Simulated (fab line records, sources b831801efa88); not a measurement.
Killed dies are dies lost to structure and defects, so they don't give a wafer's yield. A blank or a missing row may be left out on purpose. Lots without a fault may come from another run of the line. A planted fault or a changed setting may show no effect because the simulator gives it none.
A struck lot beside a sound one | flow sky130 | 17 steps out of a route of 708
Sound: wafers L541.2, L541.3, L541.5. Struck: wafers L548.1, L548.5, L548.6. The cause comes at the end.
At each step with rows: each side's tool, then ch and its chambers, then its first start. Under that, the readings that differ: sound wafers | struck wafers | difference of the means | sigmas: that difference in standard deviations of wafers without a fault.
alike: readings whose means differ by less than 2 such deviations, and words and numbers that are the same on both sides. not compared: withheld readings, readings that some wafer has no value for, bounds like >300 that may hide the same value, and numbers for which the record gives no deviation and whose values overlap.
The two part at a step that has a row with sigmas, a row that says differs or no value, or rows on one side only. Numbers that don't overlap but have no deviation are shown without sigmas and don't part them. A reading that every wafer of one side lacks parts them only if that side has two wafers or more.

SKY_VT_ADJUST_LVTN_OVL_MEAS_07:
  sound on overlay-02, day 7 23:59; struck on overlay-02, day 9 13:58
  alike: VT_ADJUST_LVTN_OVL
then, 1 step without rows for these wafers: SKY_VT_ADJUST_LVTN_IMPLANT_08.
SKY_VT_ADJUST_LVTN_STRIP_09: strips in O2/N2.
  sound on plasma_asher-01 ch 0,1, day 8 00:10; struck on plasma_asher-02 ch 0,1, day 9 14:10
  alike: chamber_pressure_mTorr, drypump_motor_current_A, oes_product_au, strip_time_to_endpoint_s
  not compared: rf_hours_counter_h
SKY_VT_ADJUST_LVTN_TW_MEAS_10:
  sound on film_metro-03, day 8 00:16; struck on film_metro-02, day 9 14:16
  alike: VT_ADJUST_LVTN_TW
then, 7 steps without rows for these wafers: SKY_VT_ADJUST_LVTN_DEHYDRATE_11 (time 60 s); SKY_VT_ADJUST_LVTN_HMDS_12 (prime time 60 s); SKY_VT_ADJUST_LVTN_COAT_13 (resist thk 1140 nm); SKY_VT_ADJUST_LVTN_SOFTBAKE_14 (time 60 s); SKY_VT_ADJUST_LVTN_EXPOSE_15 (exposes mask HVN STD DERIVED, target cd 600 nm); SKY_VT_ADJUST_LVTN_PEB_16; SKY_VT_ADJUST_LVTN_DEVELOP_17 (develop time 60 s).
SKY_VT_ADJUST_LVTN_OVL_MEAS_18:
  sound on overlay-01, day 8 21:04; struck on overlay-02, day 10 12:20
  alike: VT_ADJUST_LVTN_01_OVL
SKY_VT_ADJUST_LVTN_IMPLANT_19:
  sound on implanter-04 ch 0, day 8 21:07; struck on implanter-04 ch 0, day 10 12:22
  alike: end_station_pressure_torr
SKY_VT_ADJUST_LVTN_STRIP_20: strips in O2/N2.
  sound on plasma_asher-01 ch 0,1, day 8 21:14; struck on plasma_asher-02 ch 0,1, day 10 12:31
  reading                     | sound       | struck      | difference | sigmas
  drypump_motor_current_A (A) | 6.4 6.4 6.7 | 5.4 6.0 5.4 | -0.9       | -2
  alike: chamber_pressure_mTorr, oes_product_au, strip_time_to_endpoint_s
  not compared: rf_hours_counter_h
SKY_VT_ADJUST_LVTN_TW_MEAS_21:
  sound on film_metro-03, day 8 21:21; struck on film_metro-04, day 10 12:37
  reading             | sound             | struck            | difference | sigmas
  VT_ADJUST_LVTN_2_TW | 190.3 190.6 190.3 | 181.6 181.0 180.4 | -9.4       | -10
then, 1 step without rows for these wafers: SKY_VT_ADJUST_NCORE_DEHYDRATE_00 (time 60 s).
-- the record jumps here: 38 days lie between the struck wafers' starts before and after (it left off in module VT_ADJUST_NCORE and takes up again in module PAD_OPEN, whose first step shown is number 708 of the route) --
SKY_PAD_OPEN_PROBE_99:
  sound on prober-01, day 46 17:36; struck on prober-02, day 48 10:47
  reading                                    | sound                   | struck                  | difference | sigmas
  model.etest.res_pwell_under_gate.rs_ohm_sq | 2277 2277 2298          | 2366 2354 2345          | +71        |
  model.etest.nfet_g5v0d10v5.body_rise_v (V) | 0.6937 0.6913 0.6893    | 0.6563 0.6484 0.6624    | -0.0357    |
  model.etest.nfet_16v.body_rise_v (V)       | 0.684 0.6827 0.6802     | 0.6485 0.6393 0.6559    | -0.0344    |
  model.etest.nfet_g5v0d10v5.vt_sat_v (V)    | 0.76 0.7674 0.7624      | 0.7417 0.7441 0.7352    | -0.0229    |
  model.etest.nfet_g5v0d10v5.vt_v_range      | 0.01284 0.01293 0.01661 | 0.03288 0.02202 0.01895 | +0.01049   |
  alike: killed_at_M0_to_M3, killed_at_M4_up, killed_at_contacts, killed_at_front_end, killed_at_other, killed_dies, killed_on_rim, killed_open, killed_short
  not compared: model.etest.res_pwell_under_gate.rs_ohm_sq_range

WHERE THEY PART
First at SKY_VT_ADJUST_LVTN_STRIP_20; last, within this record, at SKY_VT_ADJUST_LVTN_TW_MEAS_21. Later steps at which nothing parts them and some readings are alike: SKY_PAD_OPEN_PROBE_99.

WHY: what the simulator had put in
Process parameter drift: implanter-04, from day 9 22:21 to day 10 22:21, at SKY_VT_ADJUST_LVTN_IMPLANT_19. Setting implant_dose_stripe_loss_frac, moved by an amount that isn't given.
